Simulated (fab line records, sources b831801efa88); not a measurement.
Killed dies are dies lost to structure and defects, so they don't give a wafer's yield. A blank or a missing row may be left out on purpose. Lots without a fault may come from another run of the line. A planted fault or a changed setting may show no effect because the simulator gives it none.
Which tool did it? | flow sky130 | 6 lots, 18 wafers sampled, at 2 steps of a route of 708

WHAT THE GAUGES READ, wafer by wafer
SKY_LI_CONTACT_RS_MEAS_22: measures by four-point-probe.
lot  | measured     | on            | LI_CONTACT_W_RS (ohm/sq)
L260 | day 29 20:20 | film_metro-04 | 0.285 0.281 0.279
L262 | day 30 05:59 | film_metro-04 | 0.289 0.288 0.286
L265 | day 31 09:05 | film_metro-01 | 0.281 0.289 0.281
L268 | day 32 04:11 | film_metro-04 | 0.288 0.280 0.278
L278 | day 35 13:16 | film_metro-03 | 0.283 0.262 0.283
L281 | day 36 06:03 | film_metro-04 | 0.285 0.286 0.289

WHICH TOOL RAN EACH LOT (tool, then ch and the chambers of the sampled wafers, then the start)
lot  | SKY_LI_CONTACT_CVD_21
L260 | cvd_w-01 ch 0,1, day 29 20:13
L262 | cvd_w-02 ch 0,1, day 30 05:51
L265 | cvd_w-02 ch 0,1, day 31 08:58
L268 | cvd_w-01 ch 0,1, day 32 04:04
L278 | cvd_w-01 ch 0,1, day 35 13:08
L281 | cvd_w-02 ch 0,1, day 36 05:56
- SKY_LI_CONTACT_CVD_21: deposits W, target thk 400 nm, time 120.56 s.

THE ANSWER, worked out from the rows above alone
Rule: what is usual is taken from the lots themselves. Put in order of their means at a reading, lots are off if they are a third of the lots or fewer, leave a main group of 4 or more, and stand apart from it by a gap of 3 or more times the standard deviation of the main group's means; of several such gaps the widest counts. A main group whose means are all the same, to the digits that the tables above print for the reading, isn't used. A lot without any number at a reading at which 4 lots or more have one is off too. The other lots that the step has rows for count as sound.
No lot is off at any reading shown: from this, nothing can be told.

WHAT THE SIMULATOR HAD PUT IN
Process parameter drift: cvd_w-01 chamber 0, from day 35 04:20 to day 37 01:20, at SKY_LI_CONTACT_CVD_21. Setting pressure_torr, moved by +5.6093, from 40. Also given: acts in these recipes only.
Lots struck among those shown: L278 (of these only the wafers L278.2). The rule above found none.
